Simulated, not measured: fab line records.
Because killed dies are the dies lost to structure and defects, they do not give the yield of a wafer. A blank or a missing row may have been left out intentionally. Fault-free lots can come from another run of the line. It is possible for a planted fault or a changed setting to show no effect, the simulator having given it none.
The tool behind it: which one?	flow sky130	9 lots with 27 wafers sampled at 6 steps, on a route of 708 steps

== WHAT THE GAUGES SHOWED, per wafer ==
SKY_VIA3_BOW_MEAS_03.
lot	measured	on	VIA3_BOW (um)
L349	day 38 06:34	film-metro-02	82 69 69
L351	day 39 19:38	film-metro-02	69 69 82
L353	day 41 03:39	film-metro-01	84 103 89
L357	day 41 19:38	film-metro-01	83 81 82
L358	day 41 19:51	film-metro-03	85 85 74
L361	day 42 18:36	film-metro-03	88 74 82
L360	day 42 22:55	film-metro-03	76 84 91
L368	day 44 13:55	film-metro-03	88 76 78
L370	day 44 23:32	film-metro-01	70 81 60

SKY_VIA3_CD_MEAS_12: target cd 200 nm.
lot	measured	on	cd-nm (nm)
L349	day 39 07:59	cd-sem-02	200.5 199.9 199.7
L351	day 40 19:37	cd-sem-02	200.6 201.6 199.1
L353	day 42 04:50	cd-sem-02	200.9 199.4 198.7
L357	day 42 18:04	cd-sem-02	201.7 201.6 199.3
L358	day 42 18:56	cd-sem-01	199.3 199.9 199.8
L361	day 43 16:58	cd-sem-02	199.6 200.3 199.8
L360	day 43 20:58	cd-sem-01	197.9 198.1 198.2
L368	day 45 09:15	cd-sem-02	200.6 200.6 200.4
L370	day 45 19:46	cd-sem-02	198.4 199.3 199.3

SKY_CAP2M_RS_MEAS_03: a four-point-probe measurement.
lot	measured	on	CAP2M_TIN_RS (ohm/sq)
L349	day 39 09:57	film-metro-01	6.95 6.78 6.88
L351	day 40 21:29	film-metro-01	6.79 6.77 6.76
L353	day 42 07:05	film-metro-01	7.05 7.02 6.97
L357	day 42 20:21	film-metro-01	6.81 6.84 6.84
L358	day 42 20:52	film-metro-01	7.74 7.63 7.64
L361	day 43 18:50	film-metro-01	7.69 7.65 7.63
L360	day 43 22:49	film-metro-02	6.80 6.74 6.83
L368	day 45 11:07	film-metro-02	6.91 6.87 6.76
L370	day 45 21:49	film-metro-02	6.86 6.74 6.76

SKY_CAP2M_THK_MEAS_04: measures by xrf.
lot	measured	on	CAP2M_TIN_THK (nm)
L349	day 39 10:04	film-metro-01	197.7 202.4 200.0
L351	day 40 21:35	film-metro-01	203.1 204.3 204.3
L353	day 42 07:13	film-metro-01	195.3 197.9 197.9
L357	day 42 20:28	film-metro-01	202.3 201.7 200.3
L358	day 42 20:59	film-metro-01	178.8 181.5 181.8
L361	day 43 18:57	film-metro-01	179.4 181.0 180.5
L360	day 43 22:56	film-metro-02	201.6 202.9 200.7
L368	day 45 11:14	film-metro-02	197.6 197.9 200.9
L370	day 45 21:56	film-metro-02	199.6 201.8 202.3

== WHICH TOOL RAN EACH LOT (tool, then ch and the chambers of the sampled wafers, then the start) ==
lot	SKY_METAL3_STRIP_19	SKY_CAP2M_SPUTTER_02
L349	plasma-asher-01 ch 1, day 38 05:25	pvd-sputter-01, day 39 09:49
L351	plasma-asher-04 ch 0,1, day 39 18:18	pvd-sputter-02, day 40 21:22
L353	plasma-asher-02 ch 1, day 41 02:25	pvd-sputter-02, day 42 06:56
L357	plasma-asher-02 ch 0,1, day 41 18:31	pvd-sputter-02, day 42 20:14
L358	plasma-asher-04 ch 0,1, day 41 18:44	pvd-sputter-02, day 42 20:45
L361	plasma-asher-02 ch 0,1, day 42 16:59	pvd-sputter-02, day 43 18:43
L360	plasma-asher-04 ch 0,1, day 42 21:44	pvd-sputter-04, day 43 22:43
L368	plasma-asher-02 ch 0,1, day 44 10:46	pvd-sputter-01, day 45 11:00
L370	plasma-asher-04 ch 0, day 44 18:04	pvd-sputter-04, day 45 21:41
- SKY_METAL3_STRIP_19: strips in O2/N2.
- SKY_CAP2M_SPUTTER_02: material TiN, target thk 200 nm, time 166.7 s.

== WHAT THE TOOLS THEMSELVES READ (means of the sampled wafers that have a number; where no wafer has one, the mark that the record gives instead) ==
SKY_METAL3_STRIP_19.
lot	tool	drypump-motor-current-A (A)	oes-product-au (a.u.)	strip-time-to-endpoint-s (s)
L349	plasma-asher-01	5.5	0.501	6.50
L351	plasma-asher-04	5.8	0.503	6.50
L353	plasma-asher-02	4.8	0.501	6.52
L357	plasma-asher-02	5.7	0.504	6.59
L358	plasma-asher-04	5.8	0.495	6.39
L361	plasma-asher-02	5.2	0.506	6.58
L360	plasma-asher-04	5.8	0.505	6.57
L368	plasma-asher-02	5.7	0.502	6.49
L370	plasma-asher-04	5.8	0.504	6.62

SKY_CAP2M_SPUTTER_02.
lot	tool	cathode-dc-power-W (W)	throttle-valve-pct (%)
L349	pvd-sputter-01	6501.5	29.8
L351	pvd-sputter-02	6500.4	30.2
L353	pvd-sputter-02	6499.6	29.8
L357	pvd-sputter-02	6499.3	30.2
L358	pvd-sputter-02	5915.3	29.9
L361	pvd-sputter-02	5915.5	29.9
L360	pvd-sputter-04	6499.3	30.4
L368	pvd-sputter-01	6499.5	29.1
L370	pvd-sputter-04	6500.0	30.4

== THE ANSWER, worked out from the rows above alone ==
Rule: what is usual is taken from the lots themselves. The widest of any qualifying gaps counts: lots, ordered by their means at a reading, are off when they make up no more than a third of the lots, leave a main group of 4 or more, and stand apart from it by 3 or more times the standard deviation of that group's means. A main group is skipped when, at the precision printed for the reading in the tables above, its means are all equal. A lot without any number at a reading at which 4 lots or more have one is off too. Where the step has rows for the other lots, those lots are counted as sound. The gauges are gone through in route order, then the tools' own readings, and for those a lot's mean is taken as printed above. The first step at which some lot is off is used, and at that step the reading that is off furthest; a lot without a number counts as furthest.
Off: L358, L361, at SKY_CAP2M_RS_MEAS_03 (CAP2M_TIN_RS). For the main group the mean is 6.84 ohm/sq and the standard deviation 0.076.
A tool fits if, at a process step before that reading, it ran every lot that is off, and no sound lot after the first of them. Not tried: the gauges at SKY_CAP2M_RS_MEAS_03; whatever is off there is also off at SKY_CAP2M_SPUTTER_02, on other tools, and gauge error can't account for it. One fits: SKY_CAP2M_SPUTTER_02 on pvd-sputter-02. A fault onset in the window from L357 (day 42 20:14, its last sound lot) to L358 (day 42 20:45, its first lot off) fits.
The tool's own readings at SKY_CAP2M_SPUTTER_02 bear it out: on the lots that are off they differ by more than 5 times the standard deviation of the sound lots' means. cathode-dc-power-W reads 5915.4 W there against 6499.9 W on the sound lots.

== WHAT THE SIMULATOR PUT IN ==
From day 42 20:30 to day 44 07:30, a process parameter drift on pvd-sputter-02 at SKY_CAP2M_SPUTTER_02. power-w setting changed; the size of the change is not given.
Lots struck among those shown: L358, L361. Same finding as the rule above.
